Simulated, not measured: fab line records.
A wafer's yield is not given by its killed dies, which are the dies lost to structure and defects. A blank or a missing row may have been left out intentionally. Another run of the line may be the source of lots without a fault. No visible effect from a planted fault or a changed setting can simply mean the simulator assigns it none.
8D (eight disciplines) problem report, filled in by code	flow gf180mcu	the parts of the form that need people (team, actions taken, sign-off) are left out

== 1. THE PROBLEM ==
At GF_NWELL_IMPLANT_09, beam-energy-keV averages 185.40 over 9 wafers from 3 lots, while fault-free wafers read 160.00, standard deviation 0.06. That is +99 or more standard deviations from the usual mean.
Earliest sighting: wafer L819.1 on implanter-04 at day 6 06:56. The record has a number at this step for 45 wafers belonging to 15 lots. Rule for "out", or "out of limits": more than 4 standard deviations from the usual mean. All remaining wafers that have a number are taken as sound.

== 2. WHAT IT IS AND WHAT IT IS NOT ==
question	is	is not
which readings at this step	beam-energy-keV	-
which lots	L819, L822, L823	L806, L807, L810, L811, L812, L813, L814, L816, L824, L826, L828, L829
which wafers of those lots	all that have a number	-
read on which tools	implanter-04	implanter-01, implanter-03
when	from day 6 06:56	up to then (24 sound wafers); but 12 sound wafers of L824, L826, L828, L829 came after

== 3. SUSPECTS, AND WHAT RULES EACH OUT ==
Counting: any tool at a process step up to the reading is kept as a suspect provided that every lot that is out went through it and no sound lot did after the first of them.
- implanter-04 at GF_NWELL_IMPLANT_09: kept. Every lot that is out went through it, starting with L819 (day 6 06:56), and after that it ran no sound lot; the last sound lot it ran before then is L814 (day 5 04:35). On those wafers its own readings are out: beam-energy-keV.
Remaining after the count: implanter-04 at GF_NWELL_IMPLANT_09.

== 4. THE CAUSE (what the simulator had put in) ==
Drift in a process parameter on implanter-04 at GF_NWELL_IMPLANT_09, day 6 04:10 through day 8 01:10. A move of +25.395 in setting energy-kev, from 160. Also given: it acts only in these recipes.
After counting, this tool was the only one left.

== 5. THE EFFECT CHAIN, in route order ==
One row per reading whose mean, taken over the struck wafers that have a number, lies over 3 standard deviations from the usual. Only readings whose record carries a usual standard deviation are examined. hours: median over the lots of the time between each lot's start at the first step of this table that gives one and its start at this step. sigmas: the change, counted in usual standard deviations.
hours	step	reading	usual	on struck wafers	change	sigmas
0	GF_NWELL_IMPLANT_09	beam-energy-keV	160.00	185.40	+25.40	+99 or more
The process steps in it:
- GF_NWELL_IMPLANT_09
Later steps that measure or inspect, where all struck wafers having a row at the step show a number for every such reading and not one has moved that far: GF_M2_CD_MEAS_14.

== 6. WHAT WOULD HAVE CAUGHT IT SOONER ==
3 hours passed between the start of the fault at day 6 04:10 and the first reading out of limits in this record, taken at day 6 06:56.
